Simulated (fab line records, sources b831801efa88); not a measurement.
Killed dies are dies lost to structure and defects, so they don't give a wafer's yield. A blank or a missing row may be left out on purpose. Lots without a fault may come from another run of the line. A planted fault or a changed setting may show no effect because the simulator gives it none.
Problem report in the 8D (eight disciplines) form, filled by code | flow sky130 | the parts of the form that need people (team, actions taken, sign-off) are left out

1. THE PROBLEM
spike_tc_lower_C at SKY_SONOS_ONO_CVD_04 reads a mean of 943.7 C on 3 wafers of 1 lot; wafers without a fault read 900.3 C with a standard deviation of 1.1. That is +39 standard deviations from the usual mean.
The step: deposits SiO2 from SiH4/N2O, target thk 5.7199 nm.
First seen on wafer L853.1, day 16 23:50, on lpcvd-03. The record holds 36 wafers of 12 lots with a number at this step. Rule for "out", or "out of limits": more than 4 standard deviations from the usual mean. The other wafers with a number count as sound.

2. WHAT IT IS AND WHAT IT IS NOT
question                    | is                                                                                                                         | is not
which readings at this step | spike_tc_lower_C, spike_tc_bottom_C, spike_tc_centre_C, zone_power_bottom_pct, zone_power_centre_pct, zone_power_lower_pct | -
which lots                  | L853                                                                                                                       | L837, L838, L839, L840, L841, L842, L843, L844, L856, L859, L860
which wafers of those lots  | all that have a number                                                                                                     | -
read on which tools         | lpcvd-03                                                                                                                   | -
when                        | from day 16 23:50                                                                                                          | up to then (24 sound wafers); but 9 sound wafers of L856, L859, L860 came after

3. SUSPECTS, AND WHAT RULES EACH OUT
Counting: a tool at a process step up to the reading stays a suspect if it ran every lot that is out and no sound lot after the first of them.
- plasma_asher-01 at SKY_VT_ADJUST_NCORE_STRIP_10 (strips in O2/N2): ruled out as a lasting fault. Sound lots L859 ran on it after its first lot that is out, L853 (day 13 08:37).
- lpcvd-03 at SKY_SONOS_ONO_CVD_04 (deposits SiO2 from SiH4/N2O, target thk 5.7199 nm): ruled out as a lasting fault. Sound lots L856, L860, L859 ran on it after its first lot that is out, L853 (day 16 23:50).
Left after counting: nothing in the record.

4. THE CAUSE (what the simulator had put in)
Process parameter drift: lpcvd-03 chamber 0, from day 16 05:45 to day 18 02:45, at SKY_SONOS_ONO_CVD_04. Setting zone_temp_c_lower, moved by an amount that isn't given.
Counting ruled it out, wrongly.

5. THE CHAIN OF EFFECTS, in route order
Each row: a reading whose mean over the struck wafers that have a number lies more than 3 standard deviations from the usual. Only readings for which the record gives a usual standard deviation are gone through. hours: the time from each lot's start at the first step in this table that gives one to its start at this step, as a median over the lots. sigmas: the change in usual standard deviations.
hours | step                 | reading               | usual   | on struck wafers | change | sigmas
0     | SKY_SONOS_ONO_CVD_04 | spike_tc_bottom_C     | 918.8 C | 911.0            | -7.8   | -5.2
0     | SKY_SONOS_ONO_CVD_04 | spike_tc_centre_C     | 899.2 C | 894.0            | -5.2   | -4.8
0     | SKY_SONOS_ONO_CVD_04 | spike_tc_lower_C      | 900.3 C | 943.7            | +43.4  | +39
0     | SKY_SONOS_ONO_CVD_04 | zone_power_bottom_pct | 27.3 %  | 19.7             | -7.6   | -5.9
0     | SKY_SONOS_ONO_CVD_04 | zone_power_centre_pct | 17.8 %  | 9.4              | -8.4   | -8.4
0     | SKY_SONOS_ONO_CVD_04 | zone_power_lower_pct  | 16.4 %  | 31.5             | +15.1  | +31
The process steps in it:
- SKY_SONOS_ONO_CVD_04: deposits SiO2 from SiH4/N2O, target thk 5.7199 nm.

6. WHAT WOULD HAVE CAUGHT IT SOONER
In this record the first reading out of limits was taken at day 16 23:50, 18 hours after the fault began at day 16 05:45.
